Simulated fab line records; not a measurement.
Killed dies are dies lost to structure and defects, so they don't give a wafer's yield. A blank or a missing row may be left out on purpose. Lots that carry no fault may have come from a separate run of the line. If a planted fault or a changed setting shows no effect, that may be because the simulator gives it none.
Matching of chambers / flow sky130 / rie-diel-04 running SKY_CONTACT_ETCH_16: 4 sister chambers
The step etches BARC in N2/H2, stops on SiO2, time 45.9 s, target depth 60 nm. 4 wafers are shown with their chamber, then 7 later ones without.

== WAFERS PAIRED WITH THEIR CHAMBERS ==
wafer=L209.1; chamber=1; drypump-motor-current-A (A)=5.9
wafer=L209.4; chamber=3; drypump-motor-current-A (A)=6.2
wafer=L213.1; chamber=2; drypump-motor-current-A (A)=5.5
wafer=L213.2; chamber=0; drypump-motor-current-A (A)=5.4

== WAFERS MISSING THEIR CHAMBER ==
wafer=L213.3; drypump-motor-current-A (A)=5.9
wafer=L214.4; drypump-motor-current-A (A)=5.5
wafer=L214.5; drypump-motor-current-A (A)=5.5
wafer=L214.6; drypump-motor-current-A (A)=6.2
wafer=L219.1; drypump-motor-current-A (A)=6.2
wafer=L219.4; drypump-motor-current-A (A)=5.9
wafer=L219.5; drypump-motor-current-A (A)=5.3

== CHAMBER TAKEN BY EACH ==
wafer=L213.3; from the rows above=1; in truth=1
wafer=L214.4; from the rows above=2; in truth=2
wafer=L214.5; from the rows above=2; in truth=2
wafer=L214.6; from the rows above=3; in truth=3
wafer=L219.1; from the rows above=3; in truth=3
wafer=L219.4; from the rows above=1; in truth=1
wafer=L219.5; from the rows above=0; in truth=0
Correct placement for 7 of the 7. From these rows, 0 cannot be placed. 0 placed wrongly.
How it was worked out, from the rows above alone: a wafer's distance from a chamber is the root of the sum, over the readings, of the square of ((its reading less the chamber's mean) divided by the reading's scatter). If the next closest chamber is less than 2 further off than the closest, the wafer can't be placed; otherwise it belongs to the closest. A chamber's mean is the mean of its shown wafers. The scatter (one wafer shown for each chamber): square how far every hidden wafer sits from the nearest shown wafer, average those squares and take the square root.
